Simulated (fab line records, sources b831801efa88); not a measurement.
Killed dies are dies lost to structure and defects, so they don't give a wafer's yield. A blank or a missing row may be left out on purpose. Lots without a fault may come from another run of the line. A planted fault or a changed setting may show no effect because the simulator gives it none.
A struck lot beside a sound one | flow sky130 | 19 steps out of a route of 708
Sound: wafers L548.2, L548.5, L548.6. Struck: wafer L550.2. The cause comes at the end.
At each step with rows: each side's tool, then ch and its chambers, then its first start. Under that, the readings that differ: sound wafers | struck wafers | difference of the means | sigmas: that difference in standard deviations of wafers without a fault.
alike: readings whose means differ by less than 2 such deviations, and words and numbers that are the same on both sides. not compared: withheld readings, readings that some wafer has no value for, bounds like >300 that may hide the same value, and numbers for which the record gives no deviation and whose values overlap.
The two part at a step that has a row with sigmas, a row that says differs or no value, or rows on one side only. Numbers that don't overlap but have no deviation are shown without sigmas and don't part them. A reading that every wafer of one side lacks parts them only if that side has two wafers or more.

SKY_VIA1_ETCH_15: etches SiO2 in C4F8/O2/Ar, stops on TiN, target depth 351 nm, time 54 s.
  sound on rie_diel-01 ch 0,2,3, day 35 16:08; struck on rie_diel-02 ch 0, day 36 08:48
  alike: oes_product_au
then, 5 steps without rows for these wafers: SKY_VIA1_STRIP_16 (strips in O2/N2); SKY_VIA1_STRIP_17 (strips in post etch residue remover, time 1200 s); SKY_VIA1_CLEAN_18 (cleans in IPA, time 180 s); SKY_VIA1_CLEAN_19 (cleans in O3/DIW); SKY_VIA1_SPUTTER_20 (material TiN, target thk 20 nm, time 80 s).
SKY_VIA1_CVD_21: deposits W, target thk 270 nm, time 80.902 s.
  sound on cvd_w-02 ch 0,1, day 35 16:50; struck on cvd_w-02 ch 0, day 36 09:34
  alike: heater_power_w
SKY_VIA1_RS_MEAS_22: measures by four-point-probe.
  sound on film_metro-01, day 35 17:00; struck on film_metro-02, day 36 09:41
  alike: VIA1_W_RS
SKY_VIA1_THK_MEAS_23: measures by xrf.
  sound on film_metro-01, day 35 17:07; struck on film_metro-02, day 36 09:48
  alike: VIA1_W_THK
then, 2 steps without rows for these wafers: SKY_VIA1_CMP_24 (polishes, stops on SiO2, t overpolish 15 s, target thk 0 nm); SKY_METAL2_SPUTTER_00 (material Ti, target thk 15 nm, time 10 s).
SKY_METAL2_SPUTTER_01: material TiN, target thk 20 nm, time 16.7 s.
  sound on pvd_sputter-04, day 35 17:29; struck on pvd_sputter-01, day 36 10:10
  alike: cathode_dc_power_W, throttle_valve_pct
SKY_METAL2_SPUTTER_02: material AlCu, target thk 250 nm, time 13.3 s.
  sound on pvd_sputter-04, day 35 17:31; struck on pvd_sputter-01, day 36 10:11
  reading                                     | sound             | struck | difference | sigmas
  cathode_dc_power_W (W)                      | 10600 10599 10598 | 9797.6 | -801.4     | -99 or more
  model.AlCu_of_METAL2_SPUTTER_02.thk_nm (nm) | 257.1 256.2 251   | 234.5  | -20.3      |
  alike: throttle_valve_pct
SKY_METAL2_SPUTTER_03: material Ti, target thk 5 nm, time 3.3 s.
  sound on pvd_sputter-04, day 35 17:32; struck on pvd_sputter-01, day 36 10:13
  alike: cathode_dc_power_W, throttle_valve_pct
SKY_METAL2_SPUTTER_04: material TiN, target thk 70 nm, time 56.74 s.
  sound on pvd_sputter-04, day 35 17:33; struck on pvd_sputter-01, day 36 10:14
  alike: cathode_dc_power_W, throttle_valve_pct
SKY_METAL2_RS_MEAS_05: measures by four-point-probe.
  sound on film_metro-04, day 35 17:37; struck on film_metro-02, day 36 10:19
  reading                 | sound                | struck | difference | sigmas
  METAL2_ALCU_RS (ohm/sq) | 0.1229 0.1238 0.1260 | 0.1356 | +0.0114    | +9
SKY_METAL2_THK_MEAS_06: measures by xrf.
  sound on film_metro-04, day 35 17:44; struck on film_metro-02, day 36 10:25
  reading              | sound             | struck | difference | sigmas
  METAL2_ALCU_THK (nm) | 252.6 250.8 246.5 | 231.3  | -18.7      | -7
then, 1 step without rows for these wafers: SKY_METAL2_DEHYDRATE_07 (time 60 s).
-- the record jumps here: 11 days lie between the struck wafers' starts before and after (it left off in module METAL2 and takes up again in module PAD_OPEN, whose first step shown is number 708 of the route) --
SKY_PAD_OPEN_PROBE_99:
  sound on prober-02, day 47 01:49; struck on prober-02, day 47 13:12
  reading         | sound | struck | difference | sigmas
  killed_at_other | 1 1 2 | 0      | -1         | -2
  alike: killed_at_M0_to_M3, killed_at_M4_up, killed_at_contacts, killed_at_front_end, killed_dies, killed_open, killed_short

WHERE THEY PART
First at SKY_METAL2_SPUTTER_02; last, within this record, at SKY_PAD_OPEN_PROBE_99.

WHY: what the simulator had put in
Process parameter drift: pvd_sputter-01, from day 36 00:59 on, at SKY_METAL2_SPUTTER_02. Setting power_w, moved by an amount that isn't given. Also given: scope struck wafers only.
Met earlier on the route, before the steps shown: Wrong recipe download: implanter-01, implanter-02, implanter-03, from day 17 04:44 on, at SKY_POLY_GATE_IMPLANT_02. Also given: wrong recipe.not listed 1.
